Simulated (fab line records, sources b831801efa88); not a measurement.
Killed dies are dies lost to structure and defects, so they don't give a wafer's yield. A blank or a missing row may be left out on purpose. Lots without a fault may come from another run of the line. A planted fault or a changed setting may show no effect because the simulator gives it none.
Which tool did it? | flow sky130 | 12 lots, 36 wafers sampled, at 5 steps of a route of 708

WHAT THE GAUGES READ, wafer by wafer
SKY_FIELD_ISO_THK_MEAS_23. Usual: FIELD_ISO_OXIDATION_01_THK 9.98 nm, standard deviation 0.19.
lot  | measured    | on            | FIELD_ISO_OXIDATION_01_THK (nm) | flag
L987 | day 2 11:21 | film_metro-01 | 9.68 9.57 9.42                  |
L989 | day 2 22:08 | film_metro-02 | 9.85 9.78 9.85                  |
L990 | day 3 04:52 | film_metro-04 | 9.83 9.74 9.72                  |
L992 | day 3 14:25 | film_metro-04 | 9.94 10.01 9.93                 |
L994 | day 4 01:13 | film_metro-02 | 10.00 9.99 9.96                 |
L995 | day 4 05:49 | film_metro-04 | 10.12 10.05 10.18               |
L997 | day 4 18:25 | film_metro-04 | 10.30 10.07 10.29               |
L998 | day 5 03:04 | film_metro-01 | 10.19 10.30 10.31               |
L100 | day 5 09:54 | film_metro-04 | 10.27 10.19 10.26               |
L106 | day 6 14:59 | film_metro-02 | 10.13 9.98 10.29                |
L107 | day 6 21:06 | film_metro-02 | 10.28 10.24 10.11               |
L108 | day 7 01:59 | film_metro-01 | 9.81 9.76 9.83                  |

SKY_SONOS_ONO_THK_MEAS_05. Usual: SONOS_ONO_CVD_04_THK 5.73 nm, standard deviation 0.11.
lot  | measured     | on            | SONOS_ONO_CVD_04_THK (nm) | flag
L987 | day 11 19:44 | film_metro-01 | 5.66 5.55 5.55            |
L989 | day 12 18:13 | film_metro-02 | 5.73 5.69 5.82            |
L990 | day 13 05:55 | film_metro-01 | 5.85 5.81 5.76            |
L992 | day 13 21:19 | film_metro-04 | 5.70 5.79 5.74            |
L994 | day 14 07:52 | film_metro-04 | 5.72 5.74 5.83            |
L995 | day 14 16:51 | film_metro-04 | 5.68 5.77 5.69            |
L997 | day 15 20:41 | film_metro-04 | 5.94 5.97 5.94            |
L998 | day 16 06:59 | film_metro-01 | 5.62 5.73 5.78            |
L100 | day 17 15:28 | film_metro-02 | 5.63 5.56 5.68            |
L106 | day 18 10:14 | film_metro-04 | 7.59 7.58 7.45            | OFF
L107 | day 18 19:07 | film_metro-04 | 7.77 7.66 7.50            | OFF
L108 | day 19 07:46 | film_metro-04 | 7.47 7.42 7.44            | OFF

SKY_SD_N_CD_MEAS_07: target cd 380 nm. Usual: cd_nm 380.2 nm, standard deviation 2.4.
lot  | measured     | on        | cd_nm (nm)        | flag
L987 | day 28 05:40 | cd_sem-01 | 378.8 377.0 376.0 |
L989 | day 29 01:59 | cd_sem-01 | 381.6 382.2 383.0 |
L990 | day 29 11:55 | cd_sem-02 | 380.9 378.6 379.5 |
L992 | day 30 10:01 | cd_sem-01 | 378.5 379.7 379.7 |
L994 | day 30 20:49 | cd_sem-02 | 376.3 378.9 376.6 |
L995 | day 31 00:04 | cd_sem-02 | 377.8 379.1 380.2 |
L997 | day 32 07:40 | cd_sem-02 | 382.9 383.7 383.5 |
L998 | day 32 14:15 | cd_sem-01 | 382.3 385.2 382.6 |
L100 | day 34 01:07 | cd_sem-02 | 382.0 383.1 382.6 |
L106 | day 34 13:37 | cd_sem-01 | 378.4 381.1 380.0 |
L107 | day 34 18:47 | cd_sem-02 | 382.3 382.2 380.5 |
L108 | day 35 10:47 | cd_sem-01 | 380.7 380.9 382.3 |

WHICH TOOL RAN EACH LOT (tool, then ch and the chambers of the sampled wafers, then the start)
lot  | SKY_SONOS_ONO_CVD_04        | SKY_SONOS_ONO_ETCH_15
L987 | lpcvd-03 ch 0, day 11 18:29 | rie_diel-04 ch 0,1,2, day 12 21:11
L989 | lpcvd-03 ch 0, day 12 16:57 | rie_diel-02 ch 2,3, day 13 20:11
L990 | lpcvd-03 ch 0, day 13 04:39 | rie_diel-02 ch 0,1, day 14 07:15
L992 | lpcvd-03 ch 1, day 13 20:04 | rie_diel-01 ch 0,2,3, day 14 23:14
L994 | lpcvd-03 ch 0, day 14 06:36 | rie_diel-01 ch 0,2,3, day 15 10:38
L995 | lpcvd-03 ch 0, day 14 15:36 | rie_diel-02 ch 0,2,3, day 15 19:57
L997 | lpcvd-03 ch 0, day 15 19:25 | rie_diel-01 ch 0,1,3, day 17 01:02
L998 | lpcvd-03 ch 0, day 16 05:44 | rie_diel-02 ch 0,3, day 17 10:25
L100 | lpcvd-03 ch 0, day 17 14:13 | rie_diel-02 ch 0,3, day 18 21:50
L106 | lpcvd-03 ch 1, day 18 08:58 | rie_diel-01 ch 0,2,3, day 19 16:59
L107 | lpcvd-03 ch 1, day 18 17:50 | rie_diel-01 ch 0,2,3, day 20 01:23
L108 | lpcvd-03 ch 0, day 19 05:53 | rie_diel-01 ch 1,2,3, day 20 14:47
- SKY_SONOS_ONO_CVD_04: deposits SiO2 from SiH4/N2O, target thk 5.7199 nm.
- SKY_SONOS_ONO_ETCH_15: etches the open film in CHF3/O2, target depth 19.52 nm, time 7.8 s.

WHAT THE TOOLS THEMSELVES READ (means of the sampled wafers that have a number; where no wafer has one, the mark that the record gives instead)
SKY_SONOS_ONO_CVD_04. Usual: spike_tc_lower_C 902.3 C, standard deviation 1.1; zone_power_bottom_pct 30 %, standard deviation 3.2.
lot  | tool     | spike_tc_lower_C (C) | zone_power_bottom_pct (%) | flag
L987 | lpcvd-03 | 902.9                | 32                        |
L989 | lpcvd-03 | 902.3                | 32                        |
L990 | lpcvd-03 | 901.9                | 32                        |
L992 | lpcvd-03 | 901.4                | 25                        |
L994 | lpcvd-03 | 902.6                | 32                        |
L995 | lpcvd-03 | 902.7                | 32                        |
L997 | lpcvd-03 | 903.0                | 32                        |
L998 | lpcvd-03 | 902.1                | 32                        |
L100 | lpcvd-03 | 903.9                | 32                        |
L106 | lpcvd-03 | 902.0                | 25                        |
L107 | lpcvd-03 | 901.5                | 25                        |
L108 | lpcvd-03 | 903.2                | 32                        |

SKY_SONOS_ONO_ETCH_15. Usual: drypump_motor_current_A 5.7 A, standard deviation 0.41; oes_product_au 0.999 a.u., standard deviation 0.0089; throttle_valve_pct 8.823 %, standard deviation 0.0087.
lot  | tool        | drypump_motor_current_A (A) | oes_product_au (a.u.) | throttle_valve_pct (%) | flag
L987 | rie_diel-04 | 5.3                         | 0.992                 | 8.828                  |
L989 | rie_diel-02 | 6.1                         | 0.996                 | 8.822                  |
L990 | rie_diel-02 | 5.7                         | 1.012                 | 8.818                  |
L992 | rie_diel-01 | 5.7                         | 0.988                 | 8.819                  |
L994 | rie_diel-01 | 5.7                         | 0.995                 | 8.826                  |
L995 | rie_diel-02 | 6.1                         | 1.002                 | 8.831                  |
L997 | rie_diel-01 | 5.5                         | 1.006                 | 8.834                  |
L998 | rie_diel-02 | 6.0                         | 1.003                 | 8.814                  |
L100 | rie_diel-02 | 5.9                         | 1.005                 | 8.827                  |
L106 | rie_diel-01 | 5.7                         | 1.000                 | 8.819                  |
L107 | rie_diel-01 | 5.7                         | 0.996                 | 8.824                  |
L108 | rie_diel-01 | 5.8                         | 0.999                 | 8.823                  |

THE ANSWER, worked out from the rows above alone
Rule: a lot is off if the mean of its wafers that have a number lies more than 3 standard deviations from the usual mean. A lot without any number at a reading at which 4 lots or more have one is off too. The other lots that the step has rows for count as sound. The gauges are gone through in route order, then the tools' own readings, and for those a lot's mean is taken as printed above. The first step at which some lot is off is used, and at that step the reading that is off furthest; a lot without a number counts as furthest.
Off: L106, L107, L108, at SKY_SONOS_ONO_THK_MEAS_05 (SONOS_ONO_CVD_04_THK).
A tool fits if, at a process step before that reading, it ran every lot that is off, and no sound lot after the first of them. The gauges at SKY_SONOS_ONO_THK_MEAS_05 are tried like those tools. Can't be told from this: 2 tools fit, lpcvd-03 at SKY_SONOS_ONO_CVD_04, film_metro-04 at SKY_SONOS_ONO_THK_MEAS_05.

WHAT THE SIMULATOR HAD PUT IN
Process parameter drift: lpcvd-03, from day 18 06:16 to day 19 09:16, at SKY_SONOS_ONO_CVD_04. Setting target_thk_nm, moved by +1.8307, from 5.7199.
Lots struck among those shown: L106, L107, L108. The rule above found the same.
